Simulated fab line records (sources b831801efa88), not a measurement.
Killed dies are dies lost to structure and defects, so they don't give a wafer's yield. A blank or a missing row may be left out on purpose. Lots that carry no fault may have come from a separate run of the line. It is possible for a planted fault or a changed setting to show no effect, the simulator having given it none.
fab line records	flow gf180mcu
record lots=14	wafers=42	last_day=33
route steps=602 shown STI@13 MVSD@76 MVPSD@88 VT_IMPLANT@110
lots that met no fault: taken from a fault-free run of the same line
start_h: the number of hours between the record's first day and the start of the first shown wafer of the lot	wait_h: how many hours have passed since the lot's step before this one	" identical to the entry in the row above	L1.1+2: a row that stands for several wafers	- value missing, or start not given	* or withheld: withheld	< > ~ a bound
route shown NAME@n: a module of which the file shows steps, and the number in the route of the first	usual: average and standard deviation across the fault-free wafers	same: alike in all rows	chamber/n: place in a boat	sites: each site's reading	_std_site: standard deviation of those values	_edge_site: the outer-site mean with the inner-site mean subtracted	radius_mm: for every site, how far away it sits from the centre of the wafer	mask NAME#n: copy n	behind: the last tool/chamber to shape the wafer	hold: what put the lot on hold/how long, in hours/how the hold closed	device: the n, p or np transistor that did not switch	end of line: the same wafers' tests at the end of the route	where a step has no rows: the recipe by itself	killed: dies lost to structure and defects at the first sort, not the wafer's yield	map: dies across one wafer; x = killed, . = not, _ = none there
set.NAME: setting as actually run; set.NAME@STEP: the setting as run at that earlier step	model.NAME: the simulator's own value behind a step, which no gauge read
steps of the route over a sample of lots; a table a step, a row a wafer
services: from which hour (start_h, from the record's first day; less than 0 if before it) a tool's chamber was out of use, for how many hours, and why
## steps
# step GF_STI_CD_MEAS_12
# recipe target_cd_nm=220
# usual cd_nm=220.1/1.4
lot.wafer	tool	chamber	start_h	wait_h	cd_nm
L474.2	cd_sem-02	-	30.18	0.1	219.5
L474.4	"	-	"	"	218.4
L474.6	"	-	"	"	219.1
L475.1	cd_sem-01	-	36.76	0.1	219.6
L475.4	"	-	"	"	218.8
L475.5	"	-	"	"	220.1
L476.3	cd_sem-01	-	40.30	0.1	219.2
L476.4	"	-	"	"	219.1
L476.6	"	-	"	"	220.5
L480.2	cd_sem-01	-	61.37	0.1	220.4
L480.4	"	-	"	"	221.0
L480.5	"	-	"	"	220.0
L481.4	cd_sem-02	-	66.30	0.1	216.9
L481.5	"	-	"	"	217.7
L481.6	"	-	"	"	216.9
L482.4	cd_sem-02	-	70.87	0.1	220.7
L482.5	"	-	"	"	220.1
L482.6	"	-	"	"	221.3
L484.1	cd_sem-02	-	82.06	0.1	220.4
L484.3	"	-	"	"	221.3
L484.5	"	-	"	"	220.0
L485.4	cd_sem-02	-	86.80	0.1	220.0
L485.5	"	-	"	"	221.3
L485.6	"	-	"	"	219.8
L486.3	cd_sem-02	-	91.95	0.1	220.9
L486.4	"	-	"	"	220.1
L486.5	"	-	"	"	220.9
L487.2	cd_sem-01	-	100.78	0.1	220.1
L487.3	"	-	"	"	218.9
L487.5	"	-	"	"	219.8
L491.1	cd_sem-02	-	119.01	0.1	221.3
L491.4	"	-	"	"	222.6
L491.6	"	-	"	"	221.9
L490.3	cd_sem-02	-	119.25	0.1	218.5
L490.4	"	-	"	"	219.0
L490.6	"	-	"	"	219.5
L492.3	cd_sem-01	-	124.20	0.1	218.2
L492.4	"	-	"	"	217.9
L492.6	"	-	"	"	217.4
L493.1	cd_sem-02	-	127.96	0.1	220.5
L493.2	"	-	"	"	222.2
L493.4	"	-	"	"	220.4
# step GF_STI_CMP_25
# recipe stop_on=Si3N4	t_overpolish_s=33	down_force_psi=4	platen_rpm=60	target_thk_nm=524.6	pad_velocity_m_s=0.94248
# usual motor_current_A=11.8/1.4	overpolish_run_s=33.001/0.01	time_to_endpoint_s=123/5.3
lot.wafer	tool	chamber	start_h	wait_h	motor_current_A	overpolish_run_s	time_to_endpoint_s
L474.2	cmp-01	2	32.26	0.1	13.5	33.011	125
L474.4	"	0	"	"	12.3	32.990	133
L474.6	"	2	"	"	12.8	32.996	129
L475.1	cmp-02	3	39.02	0.3	10.0	33.003	122
L475.4	"	0	"	"	15.1	33.002	120
L475.5	"	2	"	"	10.4	33.015	121
L476.4	cmp-01	1	44.23	0.0	12.1	32.995	123
L476.3	"	2	"	"	12.9	32.987	125
L476.6	"	2	"	"	12.4	33.011	126
L480.2	cmp-02	1	64.87	0.1	11.3	33.004	113
L480.4	"	2	"	"	11.0	33.002	117
L480.5	"	0	"	"	14.3	33.009	123
L481.4	cmp-01	3	68.41	0.1	11.2	33.004	123
L481.6	"	2	"	"	12.6	33.008	121
L481.5	"	3	"	"	11.4	33.003	122
L482.4	cmp-01	3	72.86	0.0	10.9	33.010	118
L482.5	"	3	"	"	11.2	32.997	119
L482.6	"	0	"	"	12.4	33.007	123
L484.3	cmp-02	1	87.99	0.1	11.4	33.012	116
L484.1	"	3	"	"	9.9	32.977	124
L484.5	"	0	"	"	13.9	33.003	121
L485.4	cmp-02	2	93.56	0.1	10.8	32.997	116
L485.6	"	1	"	"	10.7	33.011	112
L485.5	"	2	"	"	10.3	32.994	118
L486.3	cmp-01	0	98.87	0.0	11.9	33.006	126
L486.4	"	3	"	"	11.5	33.005	121
L486.5	"	1	"	"	12.0	32.994	123
L487.2	cmp-02	2	105.59	0.0	11.5	33.017	125
L487.3	"	3	"	"	10.3	33.023	127
L487.5	"	3	"	"	9.5	33.010	119
L491.4	cmp-02	1	121.07	0.0	10.8	32.997	117
L491.1	"	2	"	"	11.0	32.998	120
L491.6	"	1	"	"	11.3	33.005	117
L490.4	cmp-01	3	121.32	0.1	11.5	33.003	128
L490.3	"	1	"	"	12.8	32.982	125
L490.6	"	2	"	"	12.4	33.009	130
L492.3	cmp-01	2	126.23	0.0	12.7	33.002	130
L492.4	"	1	"	"	12.0	32.990	133
L492.6	"	3	"	"	12.0	33.000	130
L493.1	cmp-01	0	130.36	0.1	12.3	33.012	131
L493.2	"	1	"	"	12.6	33.014	126
L493.4	"	2	"	"	13.1	32.993	127
# step GF_MVSD_STRIP_10
# recipe chemistry=O2/N2	power_w=1400	pressure_mtorr=1500	platen_temp_c=250	o2_flow_sccm=3000	n2_flow_sccm=300	overash_fraction=0.5
# usual chamber_pressure_mTorr=1500.0/1.4	drypump_motor_current_A=5.9/0.65	heater_power_w=366/35	oes_product_au=0.722/0.0043	strip_time_to_endpoint_s=36.96/0.097
lot.wafer	tool	chamber	start_h	wait_h	chamber_pressure_mTorr	drypump_motor_current_A	heater_power_w	oes_product_au	rf_hours_counter_h	strip_time_to_endpoint_s
L474.2	plasma_asher-02	0	86.00	0.1	1499.8	6.0	389	0.726	44	36.92
L474.4	"	1	"	"	1502.1	6.6	415	0.722	-	36.99
L474.6	"	1	"	"	1498.6	6.6	407	0.722	-	36.91
L475.1	plasma_asher-02	1	93.25	0.1	1498.1	6.5	412	0.713	45	36.97
L475.4	"	1	"	"	1501.7	6.6	415	0.715	-	36.98
L475.5	"	1	"	"	1499.2	6.6	407	0.728	-	36.91
L476.3	plasma_asher-03	1	99.43	0.1	1498.3	6.1	337	0.724	-	36.88
L476.4	"	0	"	"	1500.7	5.2	361	0.717	-	36.97
L476.6	"	0	"	"	1501.6	5.1	359	0.725	-	36.86
L480.2	plasma_asher-02	0	125.18	0.1	-	-	-	-	-	-
L480.4	"	0	"	"	-	-	-	-	-	-
L480.5	"	1	"	"	-	-	-	-	-	-
L481.4	plasma_asher-01	0	126.48	0.1	-	-	-	-	-	-
L481.5	"	0	"	"	-	-	-	-	-	-
L481.6	"	1	"	"	-	-	-	-	-	-
L482.4	plasma_asher-02	1	132.98	0.1	1498.0	6.6	412	0.725	-	36.88
L482.5	"	0	"	"	1500.0	6.0	390	0.721	-	37.02
L482.6	"	1	"	"	1498.4	6.6	405	0.725	-	36.96
L484.1	plasma_asher-02	0	155.50	0.1	1499.1	6.0	402	0.726	4	36.97
L484.3	"	1	"	"	1499.0	6.6	409	0.713	-	37.01
L484.5	"	0	"	"	1499.8	6.0	388	0.722	-	37.08
L485.4	plasma_asher-01	0	163.93	0.1	1501.3	4.7	304	0.725	-	37.15
L485.5	"	1	"	"	1499.8	6.7	359	0.730	-	36.94
L485.6	"	0	"	"	1498.3	4.7	308	0.714	-	37.08
L486.3	plasma_asher-02	1	164.63	0.1	1501.8	6.5	412	0.724	-	36.86
L486.4	"	0	"	"	1500.8	6.0	396	0.732	-	36.93
L486.5	"	0	"	"	1500.3	6.0	399	0.725	-	36.86
L487.2	plasma_asher-01	0	170.79	0.1	1501.8	4.7	308	0.713	37	36.89
L487.3	"	0	"	"	1500.4	4.8	304	0.721	-	36.96
L487.5	"	1	"	"	1499.7	6.8	356	0.724	-	36.96
L490.3	plasma_asher-02	0	190.53	0.1	1501.2	6.0	404	0.717	-	37.05
L490.4	"	1	"	"	1500.9	6.5	418	0.722	-	36.95
L490.6	"	1	"	"	1501.3	6.5	407	0.714	-	36.97
L491.1	plasma_asher-03	0	191.04	0.1	1497.4	5.2	359	0.726	51	37.14
L491.4	"	0	"	"	1501.2	5.2	370	0.718	-	37.19
L491.6	"	0	"	"	1502.0	5.2	365	0.721	-	37.20
L492.3	plasma_asher-02	0	192.88	0.1	1498.2	6.0	401	0.720	-	37.08
L492.4	"	1	"	"	1500.5	6.6	410	0.729	-	37.01
L492.6	"	1	"	"	1496.6	6.6	410	0.711	-	37.12
L493.1	plasma_asher-02	0	198.98	0.1	1500.7	6.0	395	0.721	9	36.81
L493.2	"	1	"	"	1499.3	6.5	413	0.717	9	36.79
L493.4	"	1	"	"	1502.8	6.6	408	0.719	-	36.86
# step GF_MVPSD_STRIP_10
# recipe chemistry=O2/N2	power_w=1400	pressure_mtorr=1500	platen_temp_c=250	o2_flow_sccm=3000	n2_flow_sccm=300	overash_fraction=0.5
# usual chamber_pressure_mTorr=1499.9/1.4	drypump_motor_current_A=6.0/0.74	heater_power_w=347/38	oes_product_au=0.722/0.0047	strip_time_to_endpoint_s=36.96/0.098
lot.wafer	tool	chamber	start_h	wait_h	chamber_pressure_mTorr	drypump_motor_current_A	heater_power_w	oes_product_au	rf_hours_counter_h	strip_time_to_endpoint_s
L474.2	plasma_asher-01	0	99.73	0.1	1498.3	4.7	307	0.733	30	36.91
L474.4	"	0	"	"	1496.7	4.7	303	0.724	-	36.89
L474.6	"	1	"	"	1500.7	6.7	359	0.717	-	36.88
L475.1	plasma_asher-01	1	107.00	0.1	1500.1	6.8	363	0.730	30	36.98
L475.4	"	1	"	"	1502.2	6.8	363	0.727	-	36.99
L475.5	"	1	"	"	1499.8	6.8	364	0.725	-	36.89
L476.3	plasma_asher-04	1	113.18	0.1	1499.0	6.2	324	0.722	-	36.95
L476.4	"	0	"	"	1501.2	6.1	323	0.722	-	37.00
L476.6	"	0	"	"	1501.9	6.1	311	0.723	-	37.10
L480.2	plasma_asher-01	1	141.78	0.1	1500.9	6.8	361	0.743	33	81.25
L480.4	"	1	"	"	1498.6	6.8	364	0.739	-	81.38
L480.5	"	1	"	"	1499.5	6.8	366	0.745	-	81.18
L481.4	plasma_asher-04	1	142.28	0.1	1498.7	6.2	329	0.744	-	81.34
L481.5	"	1	"	"	1499.0	6.2	335	0.741	-	81.36
L481.6	"	0	"	"	1499.2	6.1	324	0.743	-	81.43
L482.4	plasma_asher-01	0	149.33	0.1	1500.4	4.7	307	0.723	-	36.93
L482.5	"	1	"	"	1498.8	6.7	375	0.715	-	36.97
L482.6	"	0	"	"	1500.9	4.7	306	0.716	-	36.89
L484.1	plasma_asher-02	1	171.73	0.1	1500.3	6.5	407	0.724	6	36.93
L484.3	"	0	"	"	1500.7	6.0	401	0.717	-	36.96
L484.5	"	1	"	"	1500.3	6.5	407	0.721	-	37.02
L485.4	plasma_asher-02	1	179.53	0.1	1498.3	6.5	399	0.724	-	36.99
L485.5	"	0	"	"	1502.2	6.0	397	0.713	-	36.94
L485.6	"	1	"	"	1498.3	6.6	410	0.716	-	36.96
L486.3	plasma_asher-04	1	180.36	0.1	1499.0	6.3	333	0.724	-	36.96
L486.4	"	0	"	"	1502.7	6.1	309	0.725	-	36.84
L486.5	"	0	"	"	1498.1	6.1	319	0.724	-	36.93
L487.2	plasma_asher-02	1	186.83	0.1	1502.4	6.6	410	0.728	8	36.86
L487.3	"	1	"	"	1498.9	6.6	418	0.719	-	36.85
L487.5	"	1	"	"	1501.3	6.6	403	0.725	-	36.86
L490.3	plasma_asher-01	0	206.73	0.1	1500.2	4.7	300	0.728	-	37.00
L490.4	"	1	"	"	1500.2	6.8	354	0.715	-	37.01
L490.6	"	1	"	"	1499.0	6.8	358	0.731	-	36.92
L491.1	plasma_asher-04	1	208.03	0.1	1501.1	6.3	339	0.726	59	36.93
L491.4	"	0	"	"	1499.5	6.1	312	0.724	-	36.97
L491.6	"	1	"	"	1500.1	6.2	324	0.716	-	36.98
L492.3	plasma_asher-01	0	209.91	0.1	1499.5	4.7	306	0.723	-	36.98
L492.4	"	1	"	"	1499.7	6.7	363	0.717	-	36.91
L492.6	"	1	"	"	1501.7	6.7	362	0.712	-	36.93
L493.1	plasma_asher-01	1	216.48	0.1	1500.1	6.8	366	0.717	41	36.94
L493.2	"	0	"	"	1501.0	4.7	306	0.724	41	37.03
L493.4	"	0	"	"	1499.4	4.7	303	0.724	-	36.94
# step GF_MVPSD_TW_MEAS_11
# usual MVPSD_TW=554/6.5
lot.wafer	tool	chamber	start_h	wait_h	MVPSD_TW
L474.2	film_metro-03	-	99.84	0.1	561
L474.4	"	-	"	"	557
L474.6	"	-	"	"	559
L475.1	film_metro-03	-	107.10	0.1	560
L475.4	"	-	"	"	560
L475.5	"	-	"	"	562
L476.3	film_metro-01	-	113.27	0.1	553
L476.4	"	-	"	"	556
L476.6	"	-	"	"	556
L480.2	film_metro-01	-	141.89	0.1	30
L480.4	"	-	"	"	30
L480.5	"	-	"	"	30
L481.4	film_metro-04	-	142.38	0.1	29
L481.5	"	-	"	"	29
L481.6	"	-	"	"	29
L482.4	film_metro-01	-	149.43	0.1	556
L482.5	"	-	"	"	556
L482.6	"	-	"	"	556
L484.1	film_metro-04	-	171.83	0.1	545
L484.3	"	-	"	"	544
L484.5	"	-	"	"	547
L485.4	film_metro-04	-	179.63	0.1	551
L485.5	"	-	"	"	547
L485.6	"	-	"	"	547
L486.3	film_metro-04	-	180.45	0.1	546
L486.4	"	-	"	"	548
L486.5	"	-	"	"	545
L487.2	film_metro-01	-	186.94	0.1	560
L487.3	"	-	"	"	559
L487.5	"	-	"	"	555
L490.3	film_metro-04	-	206.81	0.1	542
L490.4	"	-	"	"	545
L490.6	"	-	"	"	545
L491.1	film_metro-03	-	208.13	0.1	556
L491.4	"	-	"	"	555
L491.6	"	-	"	"	555
L492.3	film_metro-01	-	210.00	0.1	563
L492.4	"	-	"	"	560
L492.6	"	-	"	"	559
L493.1	film_metro-01	-	216.58	0.1	555
L493.2	"	-	"	"	557
L493.4	"	-	"	"	559
# step GF_VT_IMPLANT_STRIP_20
# recipe chemistry=O2/N2	power_w=1400	pressure_mtorr=1500	platen_temp_c=250	o2_flow_sccm=3000	n2_flow_sccm=300	overash_fraction=0.5
# usual chamber_pressure_mTorr=1499.9/1.5	drypump_motor_current_A=6.0/0.46	heater_power_w=357/36	oes_product_au=0.716/0.0047	strip_time_to_endpoint_s=12.63/0.032
lot.wafer	tool	chamber	start_h	wait_h	chamber_pressure_mTorr	drypump_motor_current_A	heater_power_w	oes_product_au	rf_hours_counter_h	strip_time_to_endpoint_s
L474.2	plasma_asher-04	1	128.48	0.1	1497.4	6.3	338	0.720	50	12.64
L474.4	"	0	"	"	1500.0	6.1	314	0.709	-	12.63
L474.6	"	1	"	"	1498.9	6.2	326	0.725	-	12.66
L475.1	plasma_asher-02	1	136.65	0.1	1500.9	6.5	425	0.717	2	12.63
L475.4	"	1	"	"	1498.6	6.5	412	0.720	-	12.64
L475.5	"	0	"	"	1501.6	6.0	389	0.714	-	12.64
L476.3	plasma_asher-04	0	142.86	0.1	1498.3	6.1	320	0.718	-	12.60
L476.4	"	1	"	"	1500.8	6.2	333	0.720	-	12.60
L476.6	"	1	"	"	1499.4	6.2	328	0.714	-	12.62
L480.2	plasma_asher-02	0	174.23	0.1	1501.6	6.0	397	0.714	6	12.65
L480.4	"	0	"	"	1500.4	6.0	399	0.713	-	12.65
L480.5	"	0	"	"	1499.5	6.0	389	0.713	-	12.59
L481.4	plasma_asher-04	1	174.91	0.1	1497.7	6.2	327	0.715	-	12.61
L481.5	"	0	"	"	1499.0	6.1	313	0.710	-	12.61
L481.6	"	1	"	"	1501.4	6.3	328	0.708	-	12.65
L482.4	plasma_asher-03	0	181.73	0.1	1499.2	5.1	359	0.718	-	12.62
L482.5	"	1	"	"	1500.8	6.1	321	0.711	-	12.63
L482.6	"	0	"	"	1498.2	5.2	360	0.719	-	12.65
L484.1	plasma_asher-04	0	204.69	0.1	1498.3	6.1	309	0.722	58	12.58
L484.3	"	1	"	"	1501.4	6.2	330	0.719	-	12.62
L484.5	"	1	"	"	1500.0	6.3	328	0.710	-	12.60
L485.4	plasma_asher-03	0	214.91	0.1	1497.1	5.2	358	0.711	-	12.66
L485.5	"	1	"	"	1499.9	6.1	325	0.720	-	12.70
L485.6	"	0	"	"	1503.0	5.2	348	0.720	-	12.67
L486.3	plasma_asher-02	0	214.93	0.1	1499.1	6.0	401	0.701	-	12.66
L486.4	"	1	"	"	1502.6	6.6	405	0.708	-	12.65
L486.5	"	0	"	"	1499.4	6.0	388	0.725	-	12.64
L487.2	plasma_asher-03	1	220.48	0.1	1500.2	6.1	332	0.714	54	12.61
L487.3	"	0	"	"	1500.9	5.2	359	0.719	-	12.59
L487.5	"	1	"	"	1500.9	6.1	325	0.715	-	12.56
L490.3	plasma_asher-02	0	241.73	0.1	1499.1	6.0	389	0.711	-	12.67
L490.4	"	1	"	"	1500.0	6.5	410	0.714	-	12.64
L490.6	"	1	"	"	1502.5	6.5	405	0.720	-	12.65
L491.1	plasma_asher-03	1	243.63	0.1	1499.3	6.1	319	0.717	57	12.59
L491.4	"	1	"	"	1501.8	6.1	324	0.713	-	12.64
L491.6	"	1	"	"	1501.4	6.1	332	0.714	-	12.63
L492.3	plasma_asher-03	0	245.91	0.1	1499.8	5.1	365	0.708	-	12.58
L492.4	"	1	"	"	1501.0	6.1	335	0.713	-	12.62
L492.6	"	0	"	"	1498.0	5.2	363	0.713	-	12.57
L493.1	plasma_asher-03	1	252.94	0.1	1498.9	6.1	325	0.720	57	12.64
L493.2	"	0	"	"	1503.0	5.2	357	0.720	57	12.67
L493.4	"	0	"	"	1498.0	5.2	361	0.713	-	12.63
## services
tool	chamber	start_h	hours	kind
cmp-02	-	24.51	0.8	repair
plasma_asher-02	-	34.76	3.8	repair
cmp-01	-	37.83	1.6	repair
plasma_asher-02	-	43.35	0.5	repair
plasma_asher-02	-	45.35	1.0	repair
plasma_asher-01	-	51.98	1.0	repair
cmp-01	-	56.73	1.0	repair
cmp-01	-	64.00	4.0	pm
cmp-02	-	73.76	5.2	repair
cmp-02	-	78.94	5.9	pm
cmp-01	-	102.31	8.5	pm
plasma_asher-02	-	108.75	9.0	pm
plasma_asher-03	-	133.18	3.0	repair
plasma_asher-01	-	136.00	1.9	repair
plasma_asher-01	-	136.06	5.3	repair
cmp-01	-	160.48	0.6	repair
plasma_asher-02	-	169.18	1.9	repair
cmp-02	-	175.90	12.9	pm
cmp-01	-	177.40	1.3	repair
cmp-01	-	190.37	1.5	repair
plasma_asher-01	-	198.86	2.0	repair
cmp-02	-	216.49	0.6	repair
cmp-02	-	226.54	1.2	repair
plasma_asher-04	-	229.64	2.8	pm
## key
first_sign step=GF_MVSD_STRIP_10	reading=tool_record	direction=missing
effect step=GF_MVPSD_STRIP_10	reading=strip_time_to_endpoint_s	direction=up	sigmas=99+	usual=*	struck=*
effect step=GF_MVPSD_TW_MEAS_11	reading=MVPSD_TW	direction=down	sigmas=81	usual=554	struck=30
met_at GF_MVSD_STRIP_10
struck_lots L480,L481
rows_end L481.4,L481.5,L481.6
sort_left_out L480.2,L480.4,L480.5
tester_left_out L480
not_acting_at GF_STI_CD_MEAS_12,GF_STI_CMP_25,GF_VT_IMPLANT_STRIP_20
onset_between 93.25 125.18
fault kind=skipped_step_whole	tool=plasma_asher-01,plasma_asher-02	chamber=-	onset_h=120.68	steps=GF_MVSD_STRIP_10	scope=struck_lots_only
# tester_left_out: of these lots the tester's yield and bins aren't shown, on N5 and GAA mostly nor the transistor test; their killed dies are dies lost to structure and defects alone, not to doping, threshold or leakage, so they don't give the yield
# sort_left_out: the simulated sort isn't trusted on such a fault, so these wafers' sort isn't shown, and their yield isn't known
# rows_end: these wafers met a further fault down the route, and their rows from its step on are left out
